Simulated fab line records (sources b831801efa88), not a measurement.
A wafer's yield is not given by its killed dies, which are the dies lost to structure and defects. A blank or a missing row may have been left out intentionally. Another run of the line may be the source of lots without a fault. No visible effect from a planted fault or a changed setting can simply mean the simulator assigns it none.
Which tool is to blame? | flow sky130 | Sampling: 12 lots, 36 wafers, 5 of 708 route steps

## WHAT THE GAUGES READ, wafer by wafer
SKY_CONTACT_RS_MEAS_25: a four-point-probe measurement.
lot  | measured     | on           | CONTACT_W_RS (ohm/sq)
L198 | day 32 18:29 | filmMetro-01 | 0.336 0.334 0.333
L200 | day 33 01:50 | filmMetro-01 | 0.338 0.334 0.338
L201 | day 33 10:51 | filmMetro-02 | 0.340 0.324 0.344
L202 | day 33 11:27 | filmMetro-03 | 0.334 0.337 0.338
L203 | day 34 07:22 | filmMetro-02 | 0.323 0.345 0.343
L206 | day 34 22:01 | filmMetro-02 | 0.341 0.339 0.346
L207 | day 35 03:20 | filmMetro-01 | 0.317 0.318 0.336
L208 | day 35 12:26 | filmMetro-03 | 0.343 0.341 0.342
L212 | day 37 00:27 | filmMetro-03 | 0.358 0.362 0.353
L213 | day 37 08:08 | filmMetro-03 | 0.358 0.344 0.360
L214 | day 38 02:29 | filmMetro-03 | 0.338 0.340 0.338
L220 | day 39 08:50 | filmMetro-02 | 0.342 0.340 0.336

SKY_CONTACT_THK_MEAS_26: measures by xrf.
lot  | measured     | on           | CONTACT_W_THK (nm)
L198 | day 32 18:36 | filmMetro-01 | 333 335 335
L200 | day 33 01:58 | filmMetro-01 | 327 331 328
L201 | day 33 10:58 | filmMetro-02 | 333 347 330
L202 | day 33 11:34 | filmMetro-03 | 334 331 329
L203 | day 34 07:29 | filmMetro-02 | 349 326 328
L206 | day 34 22:08 | filmMetro-02 | 330 331 326
L207 | day 35 03:27 | filmMetro-01 | 351 346 331
L208 | day 35 12:32 | filmMetro-03 | 324 322 322
L212 | day 37 00:34 | filmMetro-03 | 311 309 315
L213 | day 37 08:14 | filmMetro-03 | 312 324 308
L214 | day 38 02:36 | filmMetro-03 | 330 328 329
L220 | day 39 08:56 | filmMetro-02 | 328 331 334

SKY_VIA3_OVL_MEAS_13.
lot  | measured     | on         | VIA3_OVL (nm)
L198 | day 40 19:56 | overlay-02 | 3 -6 1
L200 | day 41 01:23 | overlay-01 | 10 0 1
L201 | day 41 11:33 | overlay-01 | 7 20 7
L202 | day 41 11:08 | overlay-01 | 5 -5 1
L203 | day 42 03:10 | overlay-01 | 5 2 2
L206 | day 42 19:29 | overlay-02 | 2 -3 2
L207 | day 42 22:06 | overlay-01 | 6 -2 6
L208 | day 43 05:03 | overlay-01 | 3 10 0
L212 | day 44 15:52 | overlay-02 | 0 5 2
L213 | day 44 21:13 | overlay-01 | 23 17 9
L214 | day 45 14:31 | overlay-02 | 9 1 12
L220 | day 46 16:56 | overlay-02 | 1 2 3

## EACH LOT AND THE TOOL THAT RAN IT (in order: tool; ch and the chambers of the sampled wafers; start)
lot  | SKY_CONTACT_CMP_04            | SKY_CONTACT_CVD_24
L198 | cmp-01 ch 0,2, day 31 12:55   | cvdW-01 ch 1, day 32 18:22
L200 | cmp-02 ch 0,1,2, day 31 20:52 | cvdW-01 ch 0,1, day 33 01:44
L201 | cmp-02 ch 0,1,3, day 32 05:37 | cvdW-02 ch 0,1, day 33 10:44
L202 | cmp-01 ch 0,1,2, day 32 06:26 | cvdW-01 ch 0,1, day 33 11:20
L203 | cmp-02 ch 2,3, day 33 03:07   | cvdW-02 ch 0,1, day 34 07:16
L206 | cmp-02 ch 0,1,2, day 33 18:01 | cvdW-01 ch 0,1, day 34 21:54
L207 | cmp-01 ch 0,1,2, day 33 23:03 | cvdW-02 ch 0,1, day 35 03:13
L208 | cmp-01 ch 0,3, day 34 08:46   | cvdW-01 ch 0,1, day 35 12:18
L212 | cmp-01 ch 0,1,2, day 35 20:52 | cvdW-02 ch 0, day 37 00:20
L213 | cmp-02 ch 1,2, day 36 04:39   | cvdW-02 ch 0,1, day 37 08:01
L214 | cmp-01 ch 0,2, day 36 22:32   | cvdW-01 ch 0,1, day 38 02:22
L220 | cmp-02 ch 0,1,3, day 38 05:30 | cvdW-01 ch 0,1, day 39 08:43
- SKY_CONTACT_CMP_04: polishes SiO2.
- SKY_CONTACT_CVD_24: deposits W, target thk 340 nm, time 102.12 s.

## WHAT THE TOOLS THEMSELVES READ (means of the sampled wafers that have a number; where no wafer has one, the mark that the record gives instead)
SKY_CONTACT_CMP_04.
lot  | tool   | motorCurrentA (A) | slurryFlowMlMin | timeToEndpointS (s)
L198 | cmp-01 | 13.3              | 149.6           | 78
L200 | cmp-02 | 12.1              | 150.2           | 79
L201 | cmp-02 | 11.4              | 150.0           | 79
L202 | cmp-01 | 13.0              | 150.0           | 82
L203 | cmp-02 | 11.3              | 149.8           | 76
L206 | cmp-02 | 12.0              | 150.3           | 78
L207 | cmp-01 | 12.8              | 149.2           | 85
L208 | cmp-01 | 14.9              | 150.1           | 83
L212 | cmp-01 | 13.0              | 150.1           | 89
L213 | cmp-02 | 13.1              | 150.0           | 81
L214 | cmp-01 | 12.9              | 149.9           | 85
L220 | cmp-02 | 11.5              | 150.1           | 82

SKY_CONTACT_CVD_24.
lot  | tool    | chamberPressureTorr (Torr) | heaterPowerOuterW (W) | heaterPowerW (W)
L198 | cvdW-01 | 40.02                      | 569                   | 862
L200 | cvdW-01 | 40.02                      | 525                   | 823
L201 | cvdW-02 | 40.12                      | 469                   | 791
L202 | cvdW-01 | 40.03                      | 526                   | 823
L203 | cvdW-02 | 40.10                      | 476                   | 776
L206 | cvdW-01 | 40.03                      | 539                   | 842
L207 | cvdW-02 | 40.04                      | 456                   | 783
L208 | cvdW-01 | 40.01                      | 521                   | 814
L212 | cvdW-02 | 36.09                      | 488                   | 787
L213 | cvdW-02 | 36.01                      | 479                   | 789
L214 | cvdW-01 | 40.08                      | 534                   | 822
L220 | cvdW-01 | 39.99                      | 523                   | 821

## THE ANSWER, worked out from the rows above alone
Rule: the lots themselves supply what counts as usual. Put in order of their means at a reading, lots are off if they are a third of the lots or fewer, leave a main group of 4 or more, and stand apart from it by a gap of 3 or more times the standard deviation of the main group's means; of several such gaps the widest counts. Not used: any main group whose means are identical at the precision the tables above print for the reading. Also off: a lot with no number at a reading for which 4 or more lots have one. The other lots that the step has rows for count as sound. The gauges are gone through in route order, then the tools' own readings, and for those a lot's mean is taken as printed above. At the first step where some lot is off, the reading lying furthest off is the one used; lots without a number count as furthest.
Off: L212, L213, at SKY_CONTACT_CVD_24 (chamberPressureTorr). Mean 40.04 Torr and standard deviation 0.04 in the main group.
If a tool, at that step or one of the process steps before it, ran each lot that is off and ran no sound lot following the first of them, it fits. One candidate fits, namely cvdW-02 at SKY_CONTACT_CVD_24. Its last sound lot is L207 (day 35 03:13), its first lot that is off L212 (day 37 00:20): a fault that began between those two fits.
On the lots that are off, the tool's own readings at SKY_CONTACT_CVD_24 differ by more than 5 times the standard deviation of the sound lots' means, which bears it out; chamberPressureTorr reads 36.05 Torr there versus 40.04 Torr on the sound lots.

## WHAT WAS PUT IN BY THE SIMULATOR
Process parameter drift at SKY_CONTACT_CVD_24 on cvdW-02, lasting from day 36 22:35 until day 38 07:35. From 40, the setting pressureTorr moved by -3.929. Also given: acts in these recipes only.
Lots struck among those shown: L212, L213. This agrees with what the rule above found.
